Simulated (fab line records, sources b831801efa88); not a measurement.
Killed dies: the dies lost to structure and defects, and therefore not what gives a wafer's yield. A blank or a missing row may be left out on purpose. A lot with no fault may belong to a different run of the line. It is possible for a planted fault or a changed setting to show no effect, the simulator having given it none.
Struck lot and sound lot, side by side + flow sky130 + 43 out of 708 route steps
Sound: these wafers, L730.3, L730.4, L730.6. The struck wafers were L736.3, L736.5, L736.6. At the end, the cause is stated.
At each step with rows: each side's tool, then ch and its chambers, then its first start. Under that, the readings that differ: sound wafers + struck wafers + difference of the means + sigmas: that difference in standard deviations of wafers without a fault.
alike: same words and numbers on both sides, and readings whose means sit less than 2 such deviations apart. not compared: any withheld reading, any reading some wafer has no value for, any bound like >300 that may hide the same value, and any number with overlapping values for which the record gives no deviation.
Wherever a step has rows on one side only, a row that says differs or no value, or a row with sigmas, the two part there. Numbers that don't overlap but have no deviation are shown without sigmas and don't part them. A reading missing from all wafers of one side parts the sides only when that side holds two or more wafers.

first, 1 step without rows for these wafers: SKY_POLY_CUT_ETCH_10 (etches BARC in N2/H2, stops on SiO2, time 45.9 s, target depth 60 nm).
SKY_POLY_CUT_ETCH_11: etches Si3N4 in CF4/CH2F2/Ar, stops on poly-Si, time 42.5 s, target depth 60 nm.
  sound on rie diel-03 ch 0,2, day 27 12:17; struck on rie diel-04 ch 1,2, day 29 14:03
  alike: drypump motor current A, oes product au, throttle valve pct
  not compared: rf hours counter h
then, 8 steps without rows for these wafers: SKY_POLY_CUT_STRIP_12 (strips in O2/N2); SKY_SD_P_DEHYDRATE_00 (time 60 s); SKY_SD_P_HMDS_01 (prime time 60 s); SKY_SD_P_COAT_02 (resist thk 1140 nm); SKY_SD_P_SOFTBAKE_03 (time 60 s); SKY_SD_P_EXPOSE_04 (exposes mask PSDM, target cd 380 nm); SKY_SD_P_PEB_05; SKY_SD_P_DEVELOP_06 (develop time 60 s).
SKY_SD_P_CD_MEAS_07 targets a cd of 380 nm.
  struck on cd sem-02, day 30 18:21; sound on cd sem-01, day 28 16:53
  alike: cd nm
SKY_SD_P_OVL_MEAS_08:
  struck on overlay-02, day 30 18:27; sound on overlay-02, day 28 16:59
  alike: SD_P_OVL
SKY_SD_P_IMPLANT_09:
  sound on implanter-04 ch 0, day 28 17:04; struck on implanter-04 ch 0, day 30 18:31
| reading                   | sound                | struck               | difference | sigmas      |
|---------------------------|----------------------|----------------------|------------|-------------|
| beam energy keV           | 20.007 20.011 20.001 | 19.268 19.262 19.259 | -0.743     | -99 or more |
| model.implant.drp nm (nm) | 9.746 9.746 9.746    | 9.491 9.491 9.491    | -0.255     |             |
  alike: end station pressure torr
SKY_SD_P_STRIP_10: strips in O2/N2.
  sound on plasma asher-04 ch 0,1, day 28 17:11; struck on plasma asher-01 ch 0,1, day 30 18:39
| reading                      | sound             | struck            | difference | sigmas |
|------------------------------|-------------------|-------------------|------------|--------|
| drypump motor current A (A)  | 5.3 6.0 5.3       | 6.7 6.2 6.7       | +1.0       | +2     |
| strip time to endpoint s (s) | 17.51 17.48 17.52 | 17.43 17.41 17.38 | -0.10      | -3     |
  alike: oes product au
  not compared: rf hours counter h
SKY_SD_P_TW_MEAS_11:
  struck on film metro-04, day 30 18:44; sound on film metro-01, day 28 17:17
  alike: SD_P_TW
then, 8 steps without rows for these wafers: SKY_RES_XHIGH_DEHYDRATE_00 (time 60 s); SKY_RES_XHIGH_HMDS_01 (prime time 60 s); SKY_RES_XHIGH_COAT_02 (resist thk 1140 nm); SKY_RES_XHIGH_SOFTBAKE_03 (time 60 s); SKY_RES_XHIGH_EXPOSE_04 (exposes mask URPM, target cd 1270 nm); SKY_RES_XHIGH_PEB_05; SKY_RES_XHIGH_DEVELOP_06 (develop time 60 s); SKY_RES_XHIGH_IMPLANT_07.
SKY_RES_XHIGH_STRIP_08: strips in O2/N2.
  sound on plasma asher-01 ch 0,1, day 29 21:08; struck on plasma asher-02 ch 0,1, day 31 22:26
  alike: drypump motor current A, oes product au, strip time to endpoint s
  not compared: rf hours counter h
SKY_RES_XHIGH_TW_MEAS_09:
  struck on film metro-03, day 31 22:31; sound on film metro-01, day 29 21:13
| reading      | sound          | struck         | difference | sigmas |
|--------------|----------------|----------------|------------|--------|
| RES_XHIGH_TW | 1612 1616 1609 | 1646 1651 1651 | +37        | +3     |
then, 7 steps without rows for these wafers: SKY_SD_N_DEHYDRATE_00 (time 60 s); SKY_SD_N_HMDS_01 (prime time 60 s); SKY_SD_N_COAT_02 (resist thk 1140 nm); SKY_SD_N_SOFTBAKE_03 (time 60 s); SKY_SD_N_EXPOSE_04 (exposes mask NSDM, target cd 380 nm); SKY_SD_N_PEB_05; SKY_SD_N_DEVELOP_06 (develop time 60 s).
SKY_SD_N_CD_MEAS_07 targets a cd of 380 nm.
  struck on cd sem-02, day 32 22:47; sound on cd sem-01, day 31 00:14
  alike: cd nm
SKY_SD_N_OVL_MEAS_08:
  struck on overlay-01, day 32 22:53; sound on overlay-02, day 31 00:20
| reading       | sound       | struck      | difference | sigmas |
|---------------|-------------|-------------|------------|--------|
| SD_N_OVL (nm) | 0.6 1.5 0.8 | 5.6 3.2 4.6 | +3.5       | +2     |
then, 2 steps without rows for these wafers: SKY_SD_N_IMPLANT_09; SKY_SD_N_IMPLANT_10.
SKY_SD_N_STRIP_11: strips in O2/N2.
  sound on plasma asher-03 ch 0,1, day 31 00:41; struck on plasma asher-03 ch 0,1, day 32 23:14
| reading               | sound             | struck            | difference | sigmas |
|-----------------------|-------------------|-------------------|------------|--------|
| oes product au (a.u.) | 0.527 0.530 0.533 | 0.520 0.522 0.520 | -0.009     | -2     |
  alike: drypump motor current A, strip time to endpoint s
  not compared: rf hours counter h
SKY_SD_N_TW_MEAS_12:
  struck on film metro-01, day 32 23:20; sound on film metro-03, day 31 00:47
| reading | sound          | struck         | difference | sigmas |
|---------|----------------|----------------|------------|--------|
| SD_N_TW | 4038 4029 4019 | 3957 3944 3939 | -82        | -2     |
then, 1 step without rows for these wafers: SKY_SD_N_CLEAN_13 (cleans in SC1/SC2, time 150 s).
SKY_SD_N_RTA_14: time 2 s.
  sound on rtp anneal-02 ch 0, day 31 00:58; struck on rtp anneal-02 ch 0, day 32 23:26
  alike: lamp power pct, wafer_temp_C_max
SKY_SD_N_RS_MEAS_16: measurement is done with a four-point probe.
  struck on film metro-04, day 32 23:38; sound on film metro-01, day 31 01:12
  alike: SD_N_RS
SKY_SD_N_RS_MEAS_17: measurement is done with a four-point probe.
  struck on film metro-04, day 32 23:46; sound on film metro-01, day 31 01:19
| reading          | sound             | struck            | difference | sigmas |
|------------------|-------------------|-------------------|------------|--------|
| SD_P_RS (ohm/sq) | 147.0 146.9 146.5 | 149.8 149.6 150.0 | +3.0       | +8     |
after that, 1 step had no rows for these wafers: SKY_PAD_OPEN_PROBE_99.

== WHERE THEY PART ==
Earliest at SKY_SD_P_IMPLANT_09; latest, in this record, at SKY_SD_N_RS_MEAS_17.

WHY: whatever the simulator had introduced
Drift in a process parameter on implanter-04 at SKY_SD_P_IMPLANT_09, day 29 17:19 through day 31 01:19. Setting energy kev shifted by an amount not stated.
